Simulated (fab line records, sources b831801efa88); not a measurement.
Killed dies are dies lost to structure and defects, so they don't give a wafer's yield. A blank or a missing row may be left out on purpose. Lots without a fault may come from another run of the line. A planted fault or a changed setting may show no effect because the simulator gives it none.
Which tool did it? | flow sky130 | 14 lots, 42 wafers sampled, at 5 steps of a route of 708

WHAT THE GAUGES READ, wafer by wafer
SKY_FIELD_ISO_THK_MEAS_25.
lot  | measured    | on            | FIELD_ISO_CVD_24_THK (nm)
L804 | day 2 12:17 | film_metro-03 | 587 591 594
L805 | day 2 18:21 | film_metro-01 | 595 594 596
L806 | day 2 22:28 | film_metro-03 | 596 597 594
L807 | day 3 05:01 | film_metro-04 | 590 598 592
L808 | day 3 09:57 | film_metro-04 | 604 596 603
L809 | day 3 17:54 | film_metro-04 | 586 589 590
L810 | day 3 22:31 | film_metro-01 | 596 592 598
L811 | day 4 03:38 | film_metro-04 | 600 600 594
L815 | day 4 23:47 | film_metro-03 | 591 595 598
L816 | day 5 05:49 | film_metro-01 | 590 595 587
L817 | day 5 11:23 | film_metro-04 | 584 591 595
L818 | day 5 15:31 | film_metro-01 | 594 594 598
L819 | day 5 20:38 | film_metro-04 | 596 594 591
L826 | day 7 06:15 | film_metro-01 | 595 592 598

SKY_VT_ADJUST_PCH_TW_MEAS_10.
lot  | measured     | on            | VT_ADJUST_PCH_TW
L804 | day 10 11:31 | film_metro-03 | 142.6 141.9 142.5
L805 | day 10 22:11 | film_metro-03 | 143.1 141.9 141.8
L806 | day 11 04:43 | film_metro-03 | 142.2 142.1 143.0
L807 | day 11 09:46 | film_metro-01 | 144.1 144.0 143.6
L808 | day 12 03:52 | film_metro-02 | 143.2 142.6 142.5
L809 | day 12 13:35 | film_metro-01 | 142.5 143.0 142.1
L810 | day 12 17:03 | film_metro-01 | 142.4 142.9 141.3
L811 | day 13 01:25 | film_metro-02 | 143.6 142.3 143.2
L815 | day 14 08:58 | film_metro-03 | 142.2 142.0 142.4
L816 | day 14 13:53 | film_metro-01 | 142.6 143.3 142.8
L817 | day 14 22:52 | film_metro-02 | 142.2 143.0 142.8
L818 | day 15 08:12 | film_metro-03 | 142.4 142.2 142.4
L819 | day 15 13:11 | film_metro-03 | 141.7 141.6 142.3
L826 | day 17 18:31 | film_metro-01 | 143.4 143.8 142.8

SKY_SONOS_ONO_THK_MEAS_05.
lot  | measured     | on            | SONOS_ONO_CVD_04_THK (nm)
L804 | day 11 18:57 | film_metro-03 | 5.70 5.73 5.62
L805 | day 12 06:01 | film_metro-01 | 5.65 5.58 5.57
L806 | day 12 11:25 | film_metro-03 | 5.65 5.73 5.59
L807 | day 12 14:15 | film_metro-01 | 5.85 5.91 5.83
L808 | day 13 12:43 | film_metro-04 | 5.85 5.87 5.87
L809 | day 13 19:53 | film_metro-01 | 5.72 5.75 5.74
L810 | day 14 02:06 | film_metro-03 | 5.87 5.93 5.86
L811 | day 14 09:41 | film_metro-03 | 5.91 5.91 5.86
L815 | day 15 16:55 | film_metro-04 | 5.75 5.59 5.69
L816 | day 15 22:55 | film_metro-01 | 5.68 5.66 5.67
L817 | day 16 07:30 | film_metro-01 | 8.30 8.29 8.36
L818 | day 16 16:54 | film_metro-04 | 8.28 8.22 8.19
L819 | day 16 21:36 | film_metro-01 | 8.34 8.35 8.36
L826 | day 19 06:46 | film_metro-01 | 5.83 5.81 5.66

SKY_LDD_P_TW_MEAS_11.
lot  | measured     | on            | LDD_P_TW
L804 | day 19 01:26 | film_metro-04 | 626 625 622
L805 | day 19 17:04 | film_metro-04 | 629 626 624
L806 | day 20 02:18 | film_metro-03 | 636 634 634
L807 | day 20 05:19 | film_metro-02 | 629 633 631
L808 | day 21 06:41 | film_metro-02 | 632 631 629
L809 | day 21 17:35 | film_metro-03 | 637 635 637
L810 | day 21 23:16 | film_metro-02 | 636 630 632
L811 | day 22 08:29 | film_metro-03 | 636 637 637
L815 | day 23 17:46 | film_metro-02 | 634 632 631
L816 | day 23 23:42 | film_metro-02 | 638 632 638
L817 | day 24 09:56 | film_metro-03 | 633 636 635
L818 | day 24 18:55 | film_metro-03 | 636 632 632
L819 | day 24 23:44 | film_metro-03 | 633 633 632
L826 | day 27 06:30 | film_metro-03 | 635 631 634

WHICH TOOL RAN EACH LOT (tool, then ch and the chambers of the sampled wafers, then the start)
lot  | SKY_SONOS_ONO_CVD_04
L804 | lpcvd-03 ch 1, day 11 17:41
L805 | lpcvd-03 ch 0, day 12 04:46
L806 | lpcvd-03 ch 0, day 12 10:10
L807 | lpcvd-03 ch 1, day 12 12:59
L808 | lpcvd-03 ch 1, day 13 11:27
L809 | lpcvd-03 ch 0, day 13 18:37
L810 | lpcvd-03 ch 1, day 14 00:51
L811 | lpcvd-03 ch 1, day 14 07:48
L815 | lpcvd-03 ch 1, day 15 15:40
L816 | lpcvd-03 ch 0, day 15 21:38
L817 | lpcvd-03 ch 0, day 16 06:15
L818 | lpcvd-03 ch 1, day 16 15:39
L819 | lpcvd-03 ch 0, day 16 20:20
L826 | lpcvd-03 ch 1, day 19 05:30
- SKY_SONOS_ONO_CVD_04: deposits SiO2 from SiH4/N2O, target thk 5.7199 nm.

WHAT THE TOOLS THEMSELVES READ (means of the sampled wafers that have a number; where no wafer has one, the mark that the record gives instead)
SKY_SONOS_ONO_CVD_04.
lot  | tool     | zone_power_upper_pct (%)
L804 | lpcvd-03 | 18.7
L805 | lpcvd-03 | 19.0
L806 | lpcvd-03 | 19.0
L807 | lpcvd-03 | 18.5
L808 | lpcvd-03 | 18.6
L809 | lpcvd-03 | 19.1
L810 | lpcvd-03 | 18.6
L811 | lpcvd-03 | 18.5
L815 | lpcvd-03 | 18.5
L816 | lpcvd-03 | 19.0
L817 | lpcvd-03 | 19.1
L818 | lpcvd-03 | 18.3
L819 | lpcvd-03 | 19.0
L826 | lpcvd-03 | 18.6

THE ANSWER, worked out from the rows above alone
Rule: what is usual is taken from the lots themselves. Put in order of their means at a reading, lots are off if they are a third of the lots or fewer, leave a main group of 4 or more, and stand apart from it by a gap of 3 or more times the standard deviation of the main group's means; of several such gaps the widest counts. A main group whose means are all the same, to the digits that the tables above print for the reading, isn't used. A lot without any number at a reading at which 4 lots or more have one is off too. The other lots that the step has rows for count as sound. The gauges are gone through in route order, then the tools' own readings, and for those a lot's mean is taken as printed above. The first step at which some lot is off is used, and at that step the reading that is off furthest; a lot without a number counts as furthest.
Off: L817, L818, L819, at SKY_SONOS_ONO_THK_MEAS_05 (SONOS_ONO_CVD_04_THK). The main group: mean 5.75 nm, standard deviation 0.1.
A tool fits if, at a process step before that reading, it ran every lot that is off, and no sound lot after the first of them. The gauges at SKY_SONOS_ONO_THK_MEAS_05 are tried like those tools. None of those tried fits.

WHAT THE SIMULATOR HAD PUT IN
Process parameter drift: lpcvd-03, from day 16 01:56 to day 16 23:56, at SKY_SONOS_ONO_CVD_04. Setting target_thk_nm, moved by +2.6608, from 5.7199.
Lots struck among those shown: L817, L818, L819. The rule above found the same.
